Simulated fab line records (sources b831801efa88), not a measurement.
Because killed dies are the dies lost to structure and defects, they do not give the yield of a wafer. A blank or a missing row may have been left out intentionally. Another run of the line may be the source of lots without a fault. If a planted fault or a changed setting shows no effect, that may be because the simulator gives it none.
Which tool did it?    flow sky130    11 lots with 33 wafers sampled at 7 steps, on a route of 708 steps

## WHAT THE GAUGES READ, wafer by wafer
SKY_SD_P_TW_MEAS_11.
lot   measured      on             SD_P_TW
L136  day 27 07:54  film_metro-01  2815 2833 2833
L138  day 27 09:56  film_metro-01  2820 2824 2828
L139  day 28 02:21  film_metro-02  2787 2800 2800
L141  day 28 16:14  film_metro-02  2780 2782 2794
L142  day 29 08:00  film_metro-01  2817 2816 2817
L143  day 29 18:10  film_metro-04  2824 2829 2836
L150  day 32 18:35  film_metro-04  2827 2845 2821
L152  day 33 04:05  film_metro-04  2835 2842 2828
L153  day 33 08:54  film_metro-01  2808 2814 2800
L155  day 33 13:08  film_metro-02  2793 2786 2808
L156  day 33 19:41  film_metro-02  2812 2810 2810

SKY_SD_N_CD_MEAS_07: target cd 380 nm.
lot   measured      on         cd_nm (nm)
L136  day 29 16:47  cd_sem-01  381.3 383.4 384.6
L138  day 29 20:53  cd_sem-01  376.6 376.5 376.7
L139  day 30 12:27  cd_sem-01  379.6 379.3 378.9
L141  day 31 00:55  cd_sem-01  383.1 382.7 382.8
L142  day 31 16:04  cd_sem-02  380.2 379.1 379.7
L143  day 32 01:23  cd_sem-02  374.9 377.1 376.2
L150  day 34 23:42  cd_sem-02  380.9 380.1 382.4
L152  day 35 10:12  cd_sem-01  379.4 379.4 379.2
L153  day 35 13:48  cd_sem-02  381.2 381.7 382.9
L155  day 35 16:42  cd_sem-02  382.0 380.7 381.7
L156  day 36 00:45  cd_sem-01  378.3 376.7 377.8

SKY_LOCAL_INTERCONNECT_RS_MEAS_01: measures by four-point-probe.
lot   measured      on             LOCAL_INTERCONNECT_TIN_RS (ohm/sq)
L136  day 31 00:11  film_metro-03  14.25 14.23 14.22
L138  day 31 04:01  film_metro-04  14.39 14.53 14.61
L139  day 31 19:23  film_metro-03  14.26 14.11 14.12
L141  day 32 07:42  film_metro-01  14.48 14.81 14.98
L142  day 32 22:50  film_metro-01  14.30 14.87 14.37
L143  day 33 08:18  film_metro-03  13.96 14.16 13.94
L150  day 36 04:51  film_metro-01  14.04 13.97 13.86
L152  day 36 15:50  film_metro-03  14.38 14.67 14.50
L153  day 36 18:46  film_metro-04  14.16 14.20 14.49
L155  day 36 22:34  film_metro-03  14.10 14.14 14.07
L156  day 37 05:32  film_metro-03  14.29 14.38 14.31

SKY_LOCAL_INTERCONNECT_THK_MEAS_02: measures by xrf.
lot   measured      on             LOCAL_INTERCONNECT_TIN_THK (nm)
L136  day 31 00:17  film_metro-03  98.9 98.8 98.5
L138  day 31 04:08  film_metro-04  97.8 97.9 97.0
L139  day 31 19:30  film_metro-03  98.1 99.4 99.5
L141  day 32 07:49  film_metro-01  96.6 94.4 93.3
L142  day 32 22:56  film_metro-01  97.4 94.5 97.6
L143  day 33 08:24  film_metro-03  100.4 98.7 100.4
L150  day 36 04:58  film_metro-01  100.0 100.5 100.8
L152  day 36 15:58  film_metro-03  98.4 96.2 97.5
L153  day 36 18:52  film_metro-04  99.4 99.1 96.5
L155  day 36 22:41  film_metro-03  99.5 99.7 99.9
L156  day 37 05:38  film_metro-03  98.2 97.4 98.4

SKY_CONTACT_THK_MEAS_01.
lot   measured      on             CONTACT_CVD_00_THK (nm)
L136  day 32 05:00  film_metro-01  75.0 75.7 74.8
L138  day 32 08:19  film_metro-02  75.2 75.9 75.8
L139  day 33 00:03  film_metro-01  75.1 74.8 77.0
L141  day 33 11:52  film_metro-01  72.4 73.6 74.3
L142  day 34 02:52  film_metro-03  75.3 74.5 76.4
L143  day 34 12:32  film_metro-03  74.7 74.8 75.5
L150  day 37 08:35  film_metro-01  75.0 76.6 76.1
L152  day 37 19:13  film_metro-03  73.1 75.0 74.9
L153  day 37 22:22  film_metro-01  74.3 75.7 74.7
L155  day 38 01:50  film_metro-01  75.0 74.2 77.0
L156  day 38 08:07  film_metro-03  74.9 76.4 76.1

## TOOL THAT RAN EACH LOT (tool first, then ch and the chambers of the sampled wafers, then the start)
lot   SKY_LOCAL_INTERCONNECT_SPUTTER_00  SKY_LOCAL_INTERCONNECT_METAL_ETCH_14
L136  pvd_sputter-04, day 31 00:05       rie_metal-04 ch 0,1, day 32 04:19
L138  pvd_sputter-04, day 31 03:56       rie_metal-02 ch 0,1, day 32 07:35
L139  pvd_sputter-04, day 31 19:18       rie_metal-02 ch 0,1, day 32 23:20
L141  pvd_sputter-04, day 32 07:37       rie_metal-01 ch 0,1, day 33 11:09
L142  pvd_sputter-04, day 32 22:45       rie_metal-04 ch 0,1, day 34 02:09
L143  pvd_sputter-03, day 33 08:12       rie_metal-01 ch 0,1, day 34 11:50
L150  pvd_sputter-02, day 36 04:47       rie_metal-02 ch 1, day 37 07:51
L152  pvd_sputter-04, day 36 15:46       rie_metal-01 ch 0,1, day 37 18:31
L153  pvd_sputter-04, day 36 18:40       rie_metal-04 ch 0,1, day 37 21:38
L155  pvd_sputter-04, day 36 22:30       rie_metal-02 ch 1, day 38 01:07
L156  pvd_sputter-04, day 37 05:26       rie_metal-02 ch 1, day 38 07:20
- SKY_LOCAL_INTERCONNECT_SPUTTER_00: material TiN, target thk 100 nm, time 83.3 s.
- SKY_LOCAL_INTERCONNECT_METAL_ETCH_14: etches TiN in Cl2/BCl3, stops on PSG, target depth 110 nm, time 31.4 s.

## AS READ BY THE TOOLS THEMSELVES (means over the sampled wafers that have a number; for cases with no such wafer, the mark the record gives instead)
SKY_LOCAL_INTERCONNECT_SPUTTER_00.
lot   tool            susceptor_temp_C (C)  throttle_valve_pct (%)
L136  pvd_sputter-04  299.84                30.1
L138  pvd_sputter-04  299.89                30.4
L139  pvd_sputter-04  299.94                30.4
L141  pvd_sputter-04  300.06                30.5
L142  pvd_sputter-04  300.01                29.9
L143  pvd_sputter-03  300.08                29.9
L150  pvd_sputter-02  299.98                30.3
L152  pvd_sputter-04  299.83                29.9
L153  pvd_sputter-04  299.93                29.9
L155  pvd_sputter-04  300.00                30.8
L156  pvd_sputter-04  299.97                30.4

SKY_LOCAL_INTERCONNECT_METAL_ETCH_14.
lot   tool          bcl3_flow_sccm (sccm)  drypump_motor_current_A (A)  oes_product_au (a.u.)  throttle_valve_pct (%)
L136  rie_metal-04  29.98                  5.1                          0.942                  21.906
L138  rie_metal-02  30.00                  5.5                          0.926                  21.896
L139  rie_metal-02  30.03                  5.5                          0.944                  21.901
L141  rie_metal-01  30.09                  5.4                          0.917                  21.915
L142  rie_metal-04  29.96                  5.5                          0.927                  21.904
L143  rie_metal-01  30.01                  5.4                          0.947                  21.886
L150  rie_metal-02  29.93                  5.3                          0.946                  21.889
L152  rie_metal-01  29.91                  5.8                          0.925                  21.916
L153  rie_metal-04  30.02                  5.1                          0.935                  21.901
L155  rie_metal-02  29.99                  5.3                          0.939                  21.900
L156  rie_metal-02  30.05                  5.3                          0.934                  21.903

## THE ANSWER, worked out from the rows above alone
Rule: usual is defined by the lots themselves. Put in order of their means at a reading, lots are off if they are a third of the lots or fewer, leave a main group of 4 or more, and stand apart from it by a gap of 3 or more times the standard deviation of the main group's means; of several such gaps the widest counts. If all means in a main group match to the digits the tables above print for the reading, that group is not used. A lot without any number at a reading at which 4 lots or more have one is off too. The other lots that the step has rows for count as sound. Order of review: gauges by route order, followed by the tools' own readings, for which a lot's mean as printed above is used. At the first step where some lot is off, the reading lying furthest off is the one used; lots without a number count as furthest.
No lot is off at any reading shown: from this, nothing can be told.

## WHAT THE SIMULATOR HAD INSERTED
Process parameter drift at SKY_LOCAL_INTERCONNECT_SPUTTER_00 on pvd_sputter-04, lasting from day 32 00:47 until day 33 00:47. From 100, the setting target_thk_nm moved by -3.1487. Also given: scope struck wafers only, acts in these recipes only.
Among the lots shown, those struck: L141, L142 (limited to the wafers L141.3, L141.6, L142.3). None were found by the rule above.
